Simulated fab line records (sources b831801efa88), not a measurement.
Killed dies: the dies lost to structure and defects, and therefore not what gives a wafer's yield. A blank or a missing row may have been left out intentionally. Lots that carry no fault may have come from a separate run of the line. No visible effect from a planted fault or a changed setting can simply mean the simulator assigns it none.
Code-filled problem report in 8D (eight disciplines) form || flow gf180mcu || the parts of the form that need people (team, actions taken, sign-off) are left out

1. WHAT IS WRONG
Across 6 wafers from 2 lots, V1_OVL at GF_V1_OVL_MEAS_15 averages 39 nm, while fault-free wafers read 8 nm with a standard deviation of 5.2. Measured from the usual mean, that is +6.0 standard deviations.
Seen first at day 22 23:25 on overlay-01, wafer L517.1. The record has a number at this step for 36 wafers belonging to 12 lots. Rule for "out" (also "out of limits"): further than 4 standard deviations from the usual mean. The rest of the wafers with a number are treated as sound.

2. WHAT IT IS, WHAT IT ISN'T
{"question": "which readings at this step", "is": "V1_OVL", "is not": "-"}
{"question": "which lots", "is": "L517, L518", "is not": "L504, L507, L510, L511, L513, L516, L519, L520, L523, L527"}
{"question": "which wafers of those lots", "is": "all that have a number", "is not": "-"}
{"question": "read on which gauges", "is": "overlay-01", "is not": "overlay-02"}
{"question": "when", "is": "from day 22 23:25", "is not": "up to then (18 sound wafers); but 12 sound wafers of L519, L520, L523, L527 came after"}

3. THE SUSPECTS, EACH WITH WHAT RULES IT OUT
Counting: any tool at a process step up to the reading is kept as a suspect provided that every lot that is out went through it and no sound lot did after the first of them.
- the gauge at GF_V1_OVL_MEAS_15: kept. All the wafers that are out were read on overlay-01, and no step on other tools shows them out.
- krfScanner-01 at GF_V1_EXPOSE_11 (exposes mask Via1, target cd 260 nm): kept. All lots that are out passed through it, beginning with L517 at day 22 12:08, and no sound lot followed; its final sound lot before that point was L513 at day 21 08:56.
The count leaves overlay-01 at GF_V1_OVL_MEAS_15 and krfScanner-01 at GF_V1_EXPOSE_11.

4. THE CAUSE (what the simulator had put in)
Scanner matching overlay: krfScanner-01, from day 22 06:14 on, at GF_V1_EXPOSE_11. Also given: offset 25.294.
Counting left 2 suspects, and this tool is among them.

5. THE EFFECT CHAIN, in route order
Each row: a reading where the mean over the struck wafers with a number is more than 3 standard deviations away from the usual. Scope: only readings with a usual standard deviation given in the record; hours: median across lots of the time from each lot's start at the first step in this table that gives one to its start at this step; sigmas: change in usual standard deviations.
{"hours": 0, "step": "GF_V1_OVL_MEAS_15", "reading": "V1_OVL", "usual": "8 nm", "on struck wafers": 39, "change": "+31", "sigmas": "+6.0"}
Later steps that measure or inspect, where all struck wafers having a row at the step show a number for every such reading and not one has moved that far: GF_V1_RS_MEAS_24.

6. WHAT WOULD HAVE CAUGHT IT SOONER
Counted from the fault's start at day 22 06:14, it took 17 hours until the first out-of-limits reading at a measuring or inspecting step in this record, taken at day 22 23:25.
Among the 2 lots that are out, L518 began GF_V1_EXPOSE_11 on krfScanner-01 after day 22 23:25. A hold on the tool at that time would have spared it.
